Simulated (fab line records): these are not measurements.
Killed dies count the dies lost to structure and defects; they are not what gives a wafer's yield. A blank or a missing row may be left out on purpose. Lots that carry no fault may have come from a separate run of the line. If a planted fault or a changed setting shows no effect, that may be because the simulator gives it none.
Check of tool commonality    flow gf180mcu    33 wafers sampled across 11 lots

== WHAT PROMPTED THE OPENING ==
At GF_V3_THK_MEAS_01 the reading V3_CVD_00_THK is flagged on 2 of 11 lots. No-fault wafers: 600 nm, standard deviation 6.9.
Rule: flag the lot when none of its wafers has a number, or when each of its wafers that has one lies beyond 4 standard deviations from that mean. As for the other lots, they are considered sound.

lot   measured      on             V3_CVD_00_THK (nm), wafer by wafer  flag
L484  day 21 12:44  film metro-03  596 593 598                         
L485  day 22 02:50  film metro-02  592 607 597                         
L486  day 22 11:56  film metro-04  1214 1214 1187                      FLAGGED
L489  day 23 07:02  film metro-03  595 597 598                         
L493  day 25 03:35  film metro-02  1218 1213 1221                      FLAGGED
L497  day 26 20:34  film metro-03  603 604 604                         
L501  day 27 23:08  film metro-04  612 602 608                         
L503  day 28 02:13  film metro-03  610 611 611                         
L505  day 28 18:23  film metro-02  603 604 609                         
L506  day 29 00:14  film metro-04  594 598 600                         
L507  day 29 04:46  film metro-04  605 606 602                         
The numbers of the flagged lots are 1211 nm on average: +611 nm against the usual, or +89 standard deviations.

== WHICH TOOL EACH LOT WENT THROUGH ==
The record holds 3 process steps before the reading, out of a route of 602 steps. Each cell gives the tool, then ch followed by the chambers the sampled wafers passed through, then the start.
lot   flag     GF_V2_CMP_04                   GF_V2_STRIP_18                        GF_V3_CVD_00
L484           cmp-02 ch 1,2,3, day 19 09:02  plasma asher-01 ch 0,1, day 20 10:14  hdpcvd-01 ch 0,1, day 21 12:39
L485           cmp-01 ch 0,1,3, day 19 23:08  plasma asher-04 ch 1, day 21 00:23    hdpcvd-02 ch 0,1,2, day 22 02:46
L486  FLAGGED  cmp-01 ch 1,2,3, day 20 08:51  plasma asher-03 ch 0,1, day 21 09:44  hdpcvd-02 ch 0,1, day 22 11:37
L489           cmp-02 ch 2,3, day 21 04:45    plasma asher-04 ch 0, day 22 05:31    hdpcvd-02 ch 0,1,2, day 23 06:57
L493  FLAGGED  cmp-02 ch 2,3, day 23 04:03    plasma asher-03 ch 0, day 24 03:14    hdpcvd-01 ch 1,2, day 25 03:16
L497           cmp-02 ch 0,1,2, day 25 00:31  plasma asher-01 ch 0,1, day 25 21:49  hdpcvd-01 ch 1,2, day 26 20:28
L501           cmp-02 ch 0,2,3, day 26 02:11  plasma asher-01 ch 0,1, day 27 00:05  hdpcvd-02 ch 0,1, day 27 23:04
L503           cmp-02 ch 1,2, day 26 06:24    plasma asher-03 ch 0, day 27 03:46    hdpcvd-01 ch 0,2, day 28 02:08
L505           cmp-01 ch 0,1,2, day 26 23:38  plasma asher-03 ch 0,1, day 27 20:17  hdpcvd-01 ch 0,2, day 28 18:18
L506           cmp-01 ch 1,2,3, day 27 05:58  plasma asher-03 ch 0,1, day 28 02:37  hdpcvd-02 ch 0,1,2, day 29 00:08
L507           cmp-01 ch 0,1,2, day 27 11:03  plasma asher-04 ch 0,1, day 28 06:34  hdpcvd-01 ch 0,1,2, day 29 04:42
What is done by these steps:
- GF_V2_CMP_04: polishes SiO2.
- GF_V2_STRIP_18: strips in O2/N2.
- GF_V3_CVD_00: deposits SiO2, target thk 600 nm, time 100 s.
- GF_V3_THK_MEAS_01

== FLAGGED OVER TOTAL, TOOL BY TOOL (the gauges that took the reading come last) ==
step               tool             lots run  flagged  share of the flagged lots  sound lots run after its first flagged lot
GF_V2_CMP_04       cmp-01           5         1        some                       3 (L505,L506,L507)
GF_V2_CMP_04       cmp-02           6         1        some                       3 (L497,L501,L503)
GF_V2_STRIP_18     plasma asher-01  3         0        none                       -
GF_V2_STRIP_18     plasma asher-03  5         2        all                        3 (L503,L505,L506)
GF_V2_STRIP_18     plasma asher-04  3         0        none                       -
GF_V3_CVD_00       hdpcvd-01        6         1        some                       4 (L497,L503,L505,L507)
GF_V3_CVD_00       hdpcvd-02        5         1        some                       3 (L489,L501,L506)
GF_V3_THK_MEAS_01  film metro-02    3         1        some                       1 (L505)
GF_V3_THK_MEAS_01  film metro-03    4         0        none                       -
GF_V3_THK_MEAS_01  film metro-04    4         1        some                       3 (L501,L506,L507)

== WHAT IS ALLOWED BY THE TABLE ==
All flagged lots share 1 row of the table, namely plasma asher-03 at GF_V2_STRIP_18.
- plasma asher-03 at GF_V2_STRIP_18 ran 5 lots, 2 of them flagged. Sound lots ran on it after the first flagged one (L503, L505, L506), which a lasting fault on the whole tool wouldn't allow.
Not one row of the table ran every flagged lot while running no sound lot after the first.

== WHAT WAS PUT IN BY THE SIMULATOR ==
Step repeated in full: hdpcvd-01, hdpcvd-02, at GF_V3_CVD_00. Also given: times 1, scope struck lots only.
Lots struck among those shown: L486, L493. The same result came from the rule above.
